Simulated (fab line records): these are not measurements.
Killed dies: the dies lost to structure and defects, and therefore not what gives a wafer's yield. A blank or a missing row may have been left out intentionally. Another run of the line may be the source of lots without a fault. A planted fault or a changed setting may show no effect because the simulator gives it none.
The tool behind it: which one?	flow sky130	27 wafers from 9 lots sampled at 6 of the route's 708 steps

WHAT EACH GAUGE READ, for each wafer
SKY_VIA4_OVL_MEAS_11. Usual: for VIA4_OVL the level is -0.4 nm and the standard deviation is 1.5.
lot	measured	on	VIA4_OVL (nm)	flag
L142	day 43 00:50	overlay-02	1.2 2.4 0.5	
L149	day 45 00:50	overlay-02	0.0 0.9 -1.6	
L151	day 45 20:18	overlay-02	-0.8 -1.6 -1.1	
L153	day 46 00:17	overlay-01	0.9 0.0 -1.1	
L156	day 46 18:17	overlay-02	0.1 0.7 0.9	
L157	day 47 00:23	overlay-01	-1.7 -2.4 -0.9	
L162	day 47 22:14	overlay-01	-1.4 -1.6 -2.2	
L163	day 47 22:42	overlay-01	-1.9 -1.3 -1.5	
L164	day 48 08:52	overlay-01	0.1 -0.7 -1.5	

SKY_VIA4_THK_MEAS_20: measures by xrf. Usual: for VIA4_W_THK the level is 516 nm and the standard deviation is 5.6.
lot	measured	on	VIA4_W_THK (nm)	flag
L142	day 43 01:52	film metro-03	518 521 524	
L149	day 45 01:53	film metro-03	512 517 515	
L151	day 45 21:23	film metro-01	508 505 505	
L153	day 46 01:22	film metro-02	517 512 513	
L156	day 46 19:19	film metro-03	520 511 512	
L157	day 47 01:25	film metro-03	509 518 511	
L162	day 47 23:17	film metro-02	512 511 507	
L163	day 47 23:44	film metro-03	517 525 524	
L164	day 48 09:57	film metro-03	520 528 521	

SKY_METAL5_RS_MEAS_05: the measuring method here is four-point-probe. Usual: for METAL5_ALCU_RS the level is 0.0271 ohm/sq and the standard deviation is 0.00031.
lot	measured	on	METAL5_ALCU_RS (ohm/sq)	flag
L142	day 43 02:25	film metro-04	0.0278 0.0276 0.0277	
L149	day 45 02:25	film metro-03	0.0275 0.0239 0.0240 0.0276 0.0239 0.0240	OFF
L151	day 45 21:56	film metro-04	0.0237 0.0238 0.0271 0.0238 0.0239 0.0271	OFF
L153	day 46 01:57	film metro-04	0.0268 0.0268 0.0268	
L156	day 46 19:51	film metro-04	0.0271 0.0271 0.0274	
L157	day 47 01:58	film metro-03	0.0266 0.0266 0.0267	
L162	day 48 02:08	film metro-03	0.0265 0.0268 0.0266	
L163	day 48 02:46	film metro-03	0.0270 0.0269 0.0271	
L164	day 48 11:41	film metro-03	0.0269 0.0271 0.0269	

SKY_METAL5_THK_MEAS_06: measures by xrf. Usual: for METAL5_ALCU_THK the level is 1140 nm and the standard deviation is 14.
lot	measured	on	METAL5_ALCU_THK (nm)	flag
L142	day 43 02:31	film metro-04	1115 1120 1119	
L149	day 45 06:49	film metro-03	1123 1293 1275 1121 1290 1288	OFF
L151	day 45 23:11	film metro-04	1303 1304 1147 1305 1304 1145	OFF
L153	day 46 02:04	film metro-04	1156 1158 1160	
L156	day 46 19:58	film metro-04	1138 1147 1137	
L157	day 47 02:04	film metro-03	1162 1166 1160	
L162	day 48 02:16	film metro-03	1175 1153 1160	
L163	day 48 02:52	film metro-03	1157 1156 1141	
L164	day 48 11:49	film metro-03	1146 1137 1150	

WHICH TOOL RAN EACH LOT (tool, then ch and the chambers of the sampled wafers, then the start)
lot	SKY_VIA4_SPUTTER_17	SKY_METAL5_SPUTTER_02
L142	pvd sputter-03, day 43 01:32	pvd sputter-01, day 43 02:16
L149	pvd sputter-03, day 45 01:32	pvd sputter-02, day 45 02:17
L151	pvd sputter-02, day 45 21:02	pvd sputter-02, day 45 21:46
L153	pvd sputter-04, day 46 01:01	pvd sputter-04, day 46 01:46
L156	pvd sputter-04, day 46 18:58	pvd sputter-04, day 46 19:43
L157	pvd sputter-02, day 47 01:05	pvd sputter-01, day 47 01:49
L162	pvd sputter-02, day 47 22:56	pvd sputter-02, day 48 02:01
L163	pvd sputter-02, day 47 23:24	pvd sputter-04, day 48 02:37
L164	pvd sputter-04, day 48 09:37	pvd sputter-01, day 48 11:34
- SKY_VIA4_SPUTTER_17: material TiN, target thk 20 nm, time 80 s.
- SKY_METAL5_SPUTTER_02: material AlCu, target thk 1150 nm, time 61.2 s.

WHAT THE TOOLS THEMSELVES READ (means of the sampled wafers that have a number; where no wafer has one, the mark that the record gives instead)
SKY_VIA4_SPUTTER_17. Usual: chamber pressure pa 5.000 Pa, standard deviation 0.0099; throttle valve pct 29.8 %, standard deviation 1.2.
lot	tool	chamber pressure pa (Pa)	throttle valve pct (%)	flag
L142	pvd sputter-03	4.997	30.7	
L149	pvd sputter-03	5.000	30.6	
L151	pvd sputter-02	4.997	28.9	
L153	pvd sputter-04	5.003	28.5	
L156	pvd sputter-04	4.990	29.7	
L157	pvd sputter-02	4.999	30.3	
L162	pvd sputter-02	5.004	30.3	
L163	pvd sputter-02	5.005	30.0	
L164	pvd sputter-04	5.000	30.5	

SKY_METAL5_SPUTTER_02. Usual: chamber pressure pa 0.4000 Pa, standard deviation 0.00079; throttle valve pct 29.7 %, standard deviation 1.1.
lot	tool	chamber pressure pa (Pa)	throttle valve pct (%)	flag
L142	pvd sputter-01	0.4008	30.0	
L149	pvd sputter-02	0.4003	29.4	
L151	pvd sputter-02	0.3998	29.9	
L153	pvd sputter-04	0.4000	29.8	
L156	pvd sputter-04	0.3993	30.0	
L157	pvd sputter-01	0.3995	30.3	
L162	pvd sputter-02	0.4007	30.4	
L163	pvd sputter-04	0.4000	29.5	
L164	pvd sputter-01	0.3999	29.8	

THE ANSWER, worked out from the rows above alone
Rule: a lot is off if the mean of its wafers that have a number lies more than 3 standard deviations from the usual mean. A lot without any number at a reading at which 4 lots or more have one is off too. Where the step has rows for the other lots, those lots are counted as sound. After the gauges, taken in route order, come the tools' own readings; for these a lot's mean is taken, as printed above. At the first step where some lot is off, the reading lying furthest off is the one used; lots without a number count as furthest.
Off: L149, L151, at SKY_METAL5_RS_MEAS_05 (METAL5_ALCU_RS).
A tool fits if, at a process step before that reading, it ran every lot that is off, and no sound lot after the first of them. Gauges at SKY_METAL5_RS_MEAS_05: tried the same way as those tools. Not one of the candidates tried fits.

WHAT HAD BEEN PUT IN BY THE SIMULATOR
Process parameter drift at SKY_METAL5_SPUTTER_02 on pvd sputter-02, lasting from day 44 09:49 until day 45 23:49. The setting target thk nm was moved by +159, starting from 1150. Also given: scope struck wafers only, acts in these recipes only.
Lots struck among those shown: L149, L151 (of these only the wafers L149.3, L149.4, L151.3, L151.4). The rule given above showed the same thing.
